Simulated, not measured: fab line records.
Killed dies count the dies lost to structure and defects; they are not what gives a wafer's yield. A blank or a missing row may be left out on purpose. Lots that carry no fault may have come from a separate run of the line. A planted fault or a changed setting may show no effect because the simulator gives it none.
8D (eight disciplines) problem report, filled in by code	flow gf180mcu	the parts of the form that need people (team, actions taken, sign-off) are left out

== 1. WHAT IS WRONG ==
rfFwdPowerW at GF_M2_METAL_ETCH_16 reads a mean of 923.3 W on 6 wafers of 2 lots; wafers without a fault read 795.7 W with a standard deviation of 2.4. That puts it +53 standard deviations away from the usual mean.
The step: etches the open film in Cl2/BCl3, stops on SiO2, target depth 750.8 nm, time 125.1 s.
The first sign was on wafer L622.1 at day 21 06:43, on rieMetal-02. The record holds 33 wafers of 11 lots with a number at this step. Rule for "out" (also "out of limits"): further than 4 standard deviations from the usual mean. The other wafers with a number count as sound.

== 2. WHAT IT IS; WHAT IT IS NOT ==
question	is	is not
which readings at this step	rfFwdPowerW	bcl3FlowSccm, drypumpMotorCurrentA, heBacksideLeakSccm
which lots	L622, L624	L617, L619, L621, L632, L633, L635, L636, L637, L639
which wafers of those lots	all that have a number	-
read on which tools	rieMetal-02	rieMetal-03, rieMetal-04
when	from day 21 06:43	up to then (9 sound wafers); but 18 sound wafers of L632, L633, L635, L636, L637, L639 came after

== 3. WHAT RULES OUT EACH SUSPECT ==
Counting: a tool at a process step up to the reading stays a suspect if it ran every lot that is out and no sound lot after the first of them.
- pvdSputter-03 at GF_M2_SPUTTER_02 (material AlCu, target thk 450 nm, time 23.9 s): ruled out as a lasting fault. After its first lot that is out, L622 (day 20 05:59), sound lots L637 ran on it.
- rieMetal-02 at GF_M2_METAL_ETCH_16 (etches the open film in Cl2/BCl3, stops on SiO2, target depth 750.8 nm, time 125.1 s): ruled out as a lasting fault. After its first lot that is out, L622 (day 21 06:43), sound lots L633 ran on it.
Left after counting: nothing in the record.

== 4. THE CAUSE (what the simulator had put in) ==
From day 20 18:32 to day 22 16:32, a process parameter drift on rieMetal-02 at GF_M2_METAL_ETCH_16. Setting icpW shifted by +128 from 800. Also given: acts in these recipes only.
Counting ruled it out, wrongly.

== 5. SEQUENCE OF EFFECTS, ordered by route ==
One row per reading whose mean, taken over the struck wafers that have a number, lies over 3 standard deviations from the usual. Readings are gone through only where the record gives a usual standard deviation; hours: the median, over the lots, of the time from a lot's start at the first step in this table giving one to that lot's start at this step; sigmas: the change measured in usual standard deviations.
hours	step	reading	usual	on struck wafers	change	sigmas
0	GF_M2_METAL_ETCH_16	rfFwdPowerW	795.7 W	923.3	+127.6	+53
0	GF_M2_STRIP_17	oesProductAu	0.538 a.u.	0.518	-0.020	-3.8
0	GF_M2_STRIP_17	stripTimeToEndpointS	7.41 s	6.96	-0.45	-7.0
Here are the process steps it includes:
- GF_M2_METAL_ETCH_16: etches the open film in Cl2/BCl3, stops on SiO2, target depth 750.8 nm, time 125.1 s.
- GF_M2_STRIP_17: strips in O2/N2.

== 6. HOW IT WOULD HAVE BEEN CAUGHT EARLIER ==
In this record no reading fell out of limits until day 21 06:43, 12 hours after the fault had begun at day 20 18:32.
